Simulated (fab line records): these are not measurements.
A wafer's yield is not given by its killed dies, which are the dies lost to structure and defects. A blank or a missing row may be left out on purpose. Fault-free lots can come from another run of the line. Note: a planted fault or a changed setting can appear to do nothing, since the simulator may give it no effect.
A lot that was struck, set against a sound lot	flow sky130	15 out of 708 route steps
Sound: the wafers L344.2, L344.3, L344.6. Struck: wafer L352.1. (L352.3 of the same lot was not struck and is left out.) The cause comes at the end.
Each step with rows lists, per side, the tool, then ch with its chambers, then its first start. Under that, the readings that differ: sound wafers	struck wafers	difference of the means	sigmas: that difference in standard deviations of wafers without a fault.
alike: a reading whose means differ by less than 2 such deviations, as well as words and numbers matching on both sides. not compared: withheld readings; readings where some wafer has no value; bounds like >300 that might hide an equal value; numbers whose values overlap and for which the record gives no deviation.
The two part at a step that has a row with sigmas, a row that says differs or no value, or rows on one side only. Numbers that don't overlap but have no deviation are shown without sigmas and don't part them. Lack of a reading on every wafer of one side parts them only where that side has two or more wafers.

first, 1 step without rows for these wafers: SKY_METAL5_CLEAN_19 (cleans in O3/DIW).
SKY_PASSIVATION_CVD_00: deposits SiO2, target thk 90 nm.
  sound on pecvd-02 ch 0,1,2, day 45 21:31; struck on pecvd-02 ch 1, day 46 12:28
  alike: heater power w
SKY_PASSIVATION_THK_MEAS_01:
  sound: film metro-02 at day 45 21:32; struck: film metro-03 at day 46 12:29
  alike: PASSIVATION_CVD_00_THK
SKY_PASSIVATION_CVD_02: deposits Si3N4, target thk 540 nm.
  sound on pecvd-03 ch 0,1,2, day 45 21:35; struck on pecvd-03 ch 0, day 46 12:33
  alike: heater power w
SKY_PASSIVATION_THK_MEAS_03:
  sound: film metro-02 at day 45 21:50; struck: film metro-02 at day 46 12:47
  alike: PASSIVATION_CVD_02_THK
then, 7 steps without rows for these wafers: SKY_PASSIVATION_DEHYDRATE_04 (time 60 s); SKY_PASSIVATION_HMDS_05 (prime time 60 s); SKY_PASSIVATION_COAT_06 (resist thk 3000 nm); SKY_PASSIVATION_SOFTBAKE_07; SKY_PASSIVATION_EXPOSE_08 (exposes mask NSM, target cd 3000 nm); SKY_PASSIVATION_PEB_09; SKY_PASSIVATION_DEVELOP_10 (develop time 60 s).
SKY_PASSIVATION_ETCH_11: etches the open film in CF4/O2, stops on AlCu, target depth 725 nm, time 161.1 s.
  sound on rie diel-02 ch 0,1,2, day 46 19:39; struck on rie diel-02 ch 1, day 47 11:04
reading	sound	struck	difference	sigmas
bias w (W)	149.8 149.6 149.4	150.6	+1.0	+2
oes product au (a.u.)	0.962 0.967 0.991	0.908	-0.065	-8
model.etch.depth nm (nm)	691.2 692.4 722.3	612.6	-89.4	
model.PASSIVATION.feature depth nm (nm)	691.2 692.4 722.3	612.6	-89.4	
model.coat_of_PASSIVATION_COAT_06.thk nm (nm)	2508 2543 2514	2591	+69	
  alike: O2_flow_sccm, drypump motor current A, throttle valve pct
  not compared: rf hours counter h
SKY_PASSIVATION_STRIP_12: strips in O2/N2.
  sound on plasma asher-01 ch 0,1, day 46 19:45; struck on plasma asher-01 ch 0, day 47 11:11
reading	sound	struck	difference	sigmas
strip time to endpoint s (s)	31.44 31.83 31.49	32.36	+0.77	+4
  alike: drypump motor current A, oes product au
  not compared: rf hours counter h
then, 1 step without rows for these wafers: SKY_PAD_OPEN_DEHYDRATE_00 (time 60 s).

## WHERE THEY PART
First at SKY_PASSIVATION_ETCH_11; last, within this record, at SKY_PASSIVATION_STRIP_12.

WHY: what the simulator had put in
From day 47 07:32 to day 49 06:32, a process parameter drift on rie diel-02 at SKY_PASSIVATION_ETCH_11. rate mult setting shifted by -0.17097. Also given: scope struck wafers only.
